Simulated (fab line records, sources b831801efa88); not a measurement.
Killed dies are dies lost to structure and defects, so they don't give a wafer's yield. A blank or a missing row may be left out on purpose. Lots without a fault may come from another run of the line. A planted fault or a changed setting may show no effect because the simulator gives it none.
Problem report in the 8D (eight disciplines) form, filled by code | flow sky130 | the parts of the form that need people (team, actions taken, sign-off) are left out

1. THE PROBLEM
CAPM_CVD_00_THK at SKY_CAPM_THK_MEAS_01 reads a mean of 19.4 nm on 6 wafers of 2 lots; wafers without a fault read 15.4 nm with a standard deviation of 0.36. That is +11 standard deviations from the usual mean.
First seen on wafer L532.1, day 42 01:17, on film_metro-02. The record holds 33 wafers of 11 lots with a number at this step. Rule for "out", or "out of limits": more than 4 standard deviations from the usual mean. The other wafers with a number count as sound.

2. WHAT IT IS AND WHAT IT IS NOT
question                    | is                     | is not
which readings at this step | CAPM_CVD_00_THK        | -
which lots                  | L532, L533             | L513, L514, L515, L518, L519, L520, L521, L524, L535
which wafers of those lots  | all that have a number | -
read on which gauges        | film_metro-02          | film_metro-01, film_metro-03
when                        | from day 42 01:17      | up to then (24 sound wafers); but 3 sound wafers of L535 came after

3. SUSPECTS, AND WHAT RULES EACH OUT
Counting: a tool at a process step up to the reading stays a suspect if it ran every lot that is out and no sound lot after the first of them.
- the gauge at SKY_CAPM_THK_MEAS_01: ruled out. All the wafers that are out were read on film_metro-02, but those of them that SKY_METAL3_ETCH_17 has rows for are out there too, on other tools.
- pecvd-03 at SKY_CAPM_CVD_00 (deposits SiO2, target thk 15.5 nm): kept. It ran every lot that is out, first L532 (day 42 01:16), and no sound lot after that; its last sound lot up to then is L521 (day 39 06:55).
Left after counting: pecvd-03 at SKY_CAPM_CVD_00.

4. THE CAUSE (what the simulator had put in)
Process parameter drift: pecvd-03, from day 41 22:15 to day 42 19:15, at SKY_CAPM_CVD_00. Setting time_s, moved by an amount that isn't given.
Counting left only this tool.

5. THE CHAIN OF EFFECTS, in route order
Each row: a reading whose mean over the struck wafers that have a number lies more than 3 standard deviations from the usual. Only readings for which the record gives a usual standard deviation are gone through. hours: the time from each lot's start at the first step in this table that gives one to its start at this step, as a median over the lots. sigmas: the change in usual standard deviations.
hours | step                 | reading         | usual      | on struck wafers | change | sigmas
0     | SKY_CAPM_THK_MEAS_01 | CAPM_CVD_00_THK | 15.4 nm    | 19.4             | +4.0   | +11
47    | SKY_METAL3_ETCH_17   | oes_product_au  | 0.752 a.u. | 0.849            | +0.097 | +10
The process steps in it:
- SKY_METAL3_ETCH_17: etches SiO2 in C4F8/O2/Ar, stops on TiN, time 3.9 s, target depth 15 nm.
Later measuring or inspecting steps at which every struck wafer that the step has a row for has a number for every such reading, and none has moved that far: SKY_CAPM_RS_MEAS_03.

6. WHAT WOULD HAVE CAUGHT IT SOONER
In this record the first reading out of limits at a measuring or inspecting step was taken at day 42 01:17, 3 hours after the fault began at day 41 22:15.
Of the tool readings at SKY_CAPM_CVD_00 for which the record gives a usual standard deviation, none was out on any struck wafer, so an alarm limit of 4 standard deviations on them would not have fired.
Of the lots that are out (2), L533 began SKY_CAPM_CVD_00 on pecvd-03 after day 42 01:17. A hold on the tool at that time would have spared it.
